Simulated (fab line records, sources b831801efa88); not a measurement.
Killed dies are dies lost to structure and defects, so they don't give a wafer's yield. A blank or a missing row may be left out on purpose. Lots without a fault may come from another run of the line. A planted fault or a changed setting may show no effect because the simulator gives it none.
Which tool did it? | flow gf180mcu | 6 lots, 18 wafers sampled, at 2 steps of a route of 602

WHAT THE GAUGES READ, wafer by wafer
GF_HV_LDD_CD_MEAS_46: target cd 400 nm.
lot  | measured     | on        | cd_nm (nm)
L262 | day 13 09:41 | cd_sem-02 | 400.9 402.5 400.7
L266 | day 14 22:14 | cd_sem-01 | 398.7 400.8 399.3
L267 | day 15 12:33 | cd_sem-01 | 399.6 399.7 401.6
L271 | day 16 07:42 | cd_sem-01 | 398.8 399.0 397.4
L277 | day 18 15:13 | cd_sem-02 | 379.7 381.0 380.2
L281 | day 20 03:35 | cd_sem-02 | 399.7 400.5 399.3

WHICH TOOL RAN EACH LOT (tool, then ch and the chambers of the sampled wafers, then the start)
lot  | GF_HV_LDD_COAT_41
L262 | litho_track-02 ch 0, day 12 22:59
L266 | litho_track-03 ch 0, day 14 11:16
L267 | litho_track-02 ch 0, day 15 01:22
L271 | litho_track-02 ch 0, day 15 20:25
L277 | litho_track-04 ch 0, day 18 02:42
L281 | litho_track-03 ch 0, day 19 14:43
- GF_HV_LDD_COAT_41: resist thk 1000 nm.

THE ANSWER, worked out from the rows above alone
Rule: what is usual is taken from the lots themselves. Put in order of their means at a reading, lots are off if they are a third of the lots or fewer, leave a main group of 4 or more, and stand apart from it by a gap of 3 or more times the standard deviation of the main group's means; of several such gaps the widest counts. A main group whose means are all the same, to the digits that the tables above print for the reading, isn't used. A lot without any number at a reading at which 4 lots or more have one is off too. The other lots that the step has rows for count as sound.
Off: L277, at GF_HV_LDD_CD_MEAS_46 (cd_nm). The main group: mean 399.9 nm, standard deviation 0.96.
A tool fits if, at a process step before that reading, it ran every lot that is off, and no sound lot after the first of them. The gauges at GF_HV_LDD_CD_MEAS_46 are tried like those tools. One fits: litho_track-04 at GF_HV_LDD_COAT_41. It ran no sound lot before its first lot that is off in this sample, so the start can't be narrowed down.

WHAT THE SIMULATOR HAD PUT IN
Process parameter drift: litho_track-04, from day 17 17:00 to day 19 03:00, at GF_HV_LDD_COAT_41. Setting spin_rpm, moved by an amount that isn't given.
Lots struck among those shown: L277. The rule above found the same.
